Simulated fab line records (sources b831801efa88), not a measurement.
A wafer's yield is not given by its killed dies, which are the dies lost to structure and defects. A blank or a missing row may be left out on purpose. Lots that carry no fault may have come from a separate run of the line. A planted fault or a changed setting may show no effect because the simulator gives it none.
A single fault, viewed from 2 desks ; flow sky130 ; only its own numbers are on each desk; what lay behind them is given at the end

== THE METROLOGY DESK ==
What the gauges read, lot by lot, whatever tool the lot ran on: means of the sampled wafers that have a number. The brackets show how far a lot's mean lies from the usual mean; more than 4 standard deviations puts the lot out of limits, marked OUT.
Columns: A = FIELD_ISO_CVD_24_THK at SKY_FIELD_ISO_THK_MEAS_25, usual 596 nm; B = SONOS_ONO_CVD_04_THK at SKY_SONOS_ONO_THK_MEAS_05, usual 5.70 nm; C = SONOS_ONO_OVL at SKY_SONOS_ONO_OVL_MEAS_14, usual 0.4 nm
lot;first seen here;A;B;C
L213;day 2 19:01;589;5.68;1.2
L214;day 2 23:00;587;5.62;1.7
L215;day 3 02:30;593;5.83;0.2
L216;day 3 10:32;589;5.78;-0.5
L218;day 3 20:35;597;5.72;0.4
L219;day 4 00:25;603;6.01;0.5
L220;day 4 06:37;596;5.65;0.3
L222;day 4 16:23;595;5.65;0.5
L223;day 4 22:22;599;5.61;-1.4
L229;day 6 05:34;601;5.76;-1.0
L231;day 6 15:19;587;5.83;2.1
L232;day 6 22:16;586;5.63;0.7
L234;day 7 12:11;599;5.60;-1.3
Result from this desk: across the 13 lots, nothing is out of limits.

== THE TOOL OWNER'S DESK: lithoTrack-02 ==
The tool's own readings at SKY_DNWELL_COAT_02 (resist thk 3000 nm): means of the sampled wafers that have a number, for each lot that ran on this tool. The brackets show how far a lot's mean lies from the usual mean; more than 4 standard deviations puts the lot out of limits, marked OUT.
Columns: A = chillPlateTempC at SKY_DNWELL_COAT_02, usual 23.01 C; B = spinSpeedRpm at SKY_DNWELL_COAT_02, usual 2000.0 rpm
lot;first seen here;A;B
L214;day 3 10:52;23.09;2000.5
L215;day 3 15:20;23.08;2000.4
L216;day 4 00:47;23.02;2000.6
L218;day 4 09:35;23.04;2000.3
L219;day 4 14:49;23.04;1998.1
L220;day 4 19:58;23.06;2138.0 (+92) OUT
L222;day 5 05:17;23.02;2139.1 (+93) OUT
L223;day 5 12:31;23.08;2138.1 (+92) OUT
L232;day 7 17:47;23.04;2000.2
This desk's finding: out of limits on L220, L222, L223; first on L220, day 4 19:58 (spinSpeedRpm at SKY_DNWELL_COAT_02). L214, L215, L216, L218, L219, L232: within limits.

== BROUGHT TOGETHER ==
The tool owner's desk had the chance to raise an alarm at day 4 19:58 on L220, L222, L223.
From the metrology desk's view, nothing was out of limits.
The metrology desk has L220, L222, L223 on record, within its limits.
All the named lots went through SKY_DNWELL_COAT_02 on lithoTrack-02.

== WHAT THE SIMULATOR HAD PUT IN ==
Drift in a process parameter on lithoTrack-02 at SKY_DNWELL_COAT_02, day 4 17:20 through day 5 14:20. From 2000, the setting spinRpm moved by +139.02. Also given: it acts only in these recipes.
Struck lots among those shown: L220, L222, L223.
How many hours passed from the start of the fault until each desk's first out-of-limits reading: the tool owner's desk, 3.
